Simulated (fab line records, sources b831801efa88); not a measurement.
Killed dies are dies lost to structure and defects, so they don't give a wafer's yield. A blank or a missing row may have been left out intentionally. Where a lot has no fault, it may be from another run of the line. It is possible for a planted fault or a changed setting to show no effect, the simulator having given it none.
Which tool did it? / flow sky130 / 11 lots with 33 wafers sampled at 2 steps, on a route of 708 steps

## WHAT THE GAUGES READ, wafer by wafer
SKY_VT_ADJUST_HVTP_CD_MEAS_07: the cd target is 380 nm.
lot=L167; measured=day 6 00:22; on=cd_sem-02; cd_nm (nm)=385.4 384.4 384.6
lot=L169; measured=day 6 13:28; on=cd_sem-02; cd_nm (nm)=381.5 380.9 378.7
lot=L170; measured=day 6 21:43; on=cd_sem-02; cd_nm (nm)=383.7 382.3 385.8
lot=L171; measured=day 7 05:34; on=cd_sem-01; cd_nm (nm)=380.2 380.7 379.5
lot=L176; measured=day 8 20:36; on=cd_sem-01; cd_nm (nm)=380.6 379.2 380.2
lot=L180; measured=day 9 12:16; on=cd_sem-01; cd_nm (nm)=381.1 380.7 381.2
lot=L181; measured=day 9 18:09; on=cd_sem-02; cd_nm (nm)=379.7 379.2 379.7
lot=L184; measured=day 10 10:50; on=cd_sem-01; cd_nm (nm)=380.2 377.2 376.6
lot=L185; measured=day 10 19:34; on=cd_sem-01; cd_nm (nm)=377.9 379.6 377.9
lot=L187; measured=day 11 06:37; on=cd_sem-01; cd_nm (nm)=- - -
lot=L186; measured=day 11 12:49; on=cd_sem-02; cd_nm (nm)=374.3 373.2 372.8

## TOOL THAT RAN EACH LOT (tool first, then ch and the chambers of the sampled wafers, then the start)
lot=L167; SKY_VT_ADJUST_HVTP_EXPOSE_04=iline_stepper-02 ch 0, day 5 15:25
lot=L169; SKY_VT_ADJUST_HVTP_EXPOSE_04=iline_stepper-02 ch 0, day 6 04:48
lot=L170; SKY_VT_ADJUST_HVTP_EXPOSE_04=iline_stepper-02 ch 0, day 6 12:52
lot=L171; SKY_VT_ADJUST_HVTP_EXPOSE_04=iline_stepper-01 ch 0, day 6 19:02
lot=L176; SKY_VT_ADJUST_HVTP_EXPOSE_04=iline_stepper-01 ch 0, day 8 10:08
lot=L180; SKY_VT_ADJUST_HVTP_EXPOSE_04=iline_stepper-01 ch 0, day 9 02:40
lot=L181; SKY_VT_ADJUST_HVTP_EXPOSE_04=iline_stepper-01 ch 0, day 9 07:27
lot=L184; SKY_VT_ADJUST_HVTP_EXPOSE_04=iline_stepper-01 ch 0, day 10 00:10
lot=L185; SKY_VT_ADJUST_HVTP_EXPOSE_04=iline_stepper-01 ch 0, day 10 08:58
lot=L187; SKY_VT_ADJUST_HVTP_EXPOSE_04=iline_stepper-01 ch 0, day 10 19:38
lot=L186; SKY_VT_ADJUST_HVTP_EXPOSE_04=iline_stepper-02 ch 0, day 11 01:53
- SKY_VT_ADJUST_HVTP_EXPOSE_04: exposes mask HVTPM, target cd 380 nm.

## THE ANSWER, worked out from the rows above alone
Rule: the lots themselves supply what counts as usual. The widest of any qualifying gaps counts: lots, ordered by their means at a reading, are off when they make up no more than a third of the lots, leave a main group of 4 or more, and stand apart from it by 3 or more times the standard deviation of that group's means. Not used: any main group whose means are identical at the precision the tables above print for the reading. A lot without any number at a reading at which 4 lots or more have one is off too. The other lots that the step has rows for count as sound.
Off, at SKY_VT_ADJUST_HVTP_CD_MEAS_07 on cd_nm: L187. Without a number there: L187. Main group: mean 380.0 nm, sd 3.
If a tool, at a process step before that reading, ran all the lots that are off and no sound lot after the first of them, it fits. Gauges at SKY_VT_ADJUST_HVTP_CD_MEAS_07: tried the same way as those tools. 2 tools fit, iline_stepper-01 at SKY_VT_ADJUST_HVTP_EXPOSE_04 and cd_sem-01 at SKY_VT_ADJUST_HVTP_CD_MEAS_07, so this cannot tell which one it is.

## WHAT THE SIMULATOR PUT IN
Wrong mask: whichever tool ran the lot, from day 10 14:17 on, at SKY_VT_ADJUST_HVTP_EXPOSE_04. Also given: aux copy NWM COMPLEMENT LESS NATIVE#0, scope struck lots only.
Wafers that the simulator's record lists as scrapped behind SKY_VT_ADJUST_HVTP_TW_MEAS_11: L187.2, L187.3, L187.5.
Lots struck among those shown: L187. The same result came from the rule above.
